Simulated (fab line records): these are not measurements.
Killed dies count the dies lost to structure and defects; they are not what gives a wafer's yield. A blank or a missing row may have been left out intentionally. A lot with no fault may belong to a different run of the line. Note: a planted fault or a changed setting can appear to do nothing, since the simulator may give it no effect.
A struck lot beside a sound one -- flow gf180mcu -- 14 steps out of a route of 602
Sound: these wafers, L483.2, L483.3, L483.5. Struck: wafers L488.1, L488.3, L488.4. The cause is given at the end.
At each step with rows: each side's tool, then ch and its chambers, then its first start. Under that, the readings that differ: sound wafers -- struck wafers -- difference of the means -- sigmas: that difference in standard deviations of wafers without a fault.
alike: same words and numbers on both sides, and readings whose means sit less than 2 such deviations apart. not compared: any withheld reading, any reading some wafer has no value for, any bound like >300 that may hide the same value, and any number with overlapping values for which the record gives no deviation.
The two part at a step that has a row with sigmas, a row that says differs or no value, or rows on one side only. When numbers do not overlap yet have no deviation, they are printed without sigmas and do not part them. A reading that every wafer of one side lacks parts them only if that side has two wafers or more.

first, 1 step without rows for these wafers: GF_HV_LDD_DEVELOP_18 (develop time 60 s).
GF_HV_LDD_CD_MEAS_19 targets a cd of 400 nm.
  struck on cd_sem-01, day 12 03:38; sound on cd_sem-02, day 10 15:42
  alike: cd_nm
GF_HV_LDD_OVL_MEAS_20:
  struck on overlay-02, day 12 03:45; sound on overlay-02, day 10 15:48
  alike: HV_LDD_01_OVL
following that, these wafers have no rows for 1 step: GF_HV_LDD_IMPLANT_21.
GF_HV_LDD_STRIP_22: strips in O2/N2.
  sound on plasma_asher-02 ch 0,1, day 10 15:59; struck on plasma_asher-04 ch 0,1, day 12 03:56
reading,sound,struck,difference,sigmas
n2_flow_sccm (sccm),298.9 298.4 297.8,302.2 300.7 302.5,+3.4,+3
  alike: drypump_motor_current_A, heater_power_w, o2_flow_sccm, oes_product_au, strip_time_to_endpoint_s
  not compared: rf_hours_counter_h
GF_HV_LDD_TW_MEAS_23:
  struck on film_metro-04, day 12 04:02; sound on film_metro-04, day 10 16:05
  alike: HV_LDD_2_TW
then, 6 steps without rows for these wafers: GF_HV_LDD_DEHYDRATE_24 (time 60 s); GF_HV_LDD_HMDS_25 (prime time 60 s); GF_HV_LDD_COAT_26 (resist thk 1000 nm); GF_HV_LDD_SOFTBAKE_27 (time 60 s); GF_HV_LDD_EXPOSE_28 (exposes mask Nplus HV AREA, target cd 400 nm); GF_HV_LDD_PEB_29.
GF_HV_LDD_DEVELOP_30: develop time 60 s.
  sound on litho_track-01 ch 0, day 11 10:03; struck on litho_track-04, day 12 23:40
  no value came back on the struck wafers for chill_plate_temp_C (C), develop_time_s (s); on the sound wafers chill_plate_temp_C (C) reads 23.01 22.89 22.73
reading,sound,struck,difference,sigmas
model.HV_LDD.cd_nm (nm),400.7 400.7 400.1,396.1 396.5 393.8,-5.0,
GF_HV_LDD_CD_MEAS_31 targets a cd of 400 nm.
  struck on cd_sem-01, day 12 23:49; sound on cd_sem-02, day 11 10:12
reading,sound,struck,difference,sigmas
cd_nm (nm),400.9 400.8 400.2,- - -,no value on the struck wafers,

WHERE THEY PART
Last at GF_HV_LDD_CD_MEAS_31 as far as this record goes, first at GF_HV_LDD_STRIP_22.

WHY: what the simulator had put in
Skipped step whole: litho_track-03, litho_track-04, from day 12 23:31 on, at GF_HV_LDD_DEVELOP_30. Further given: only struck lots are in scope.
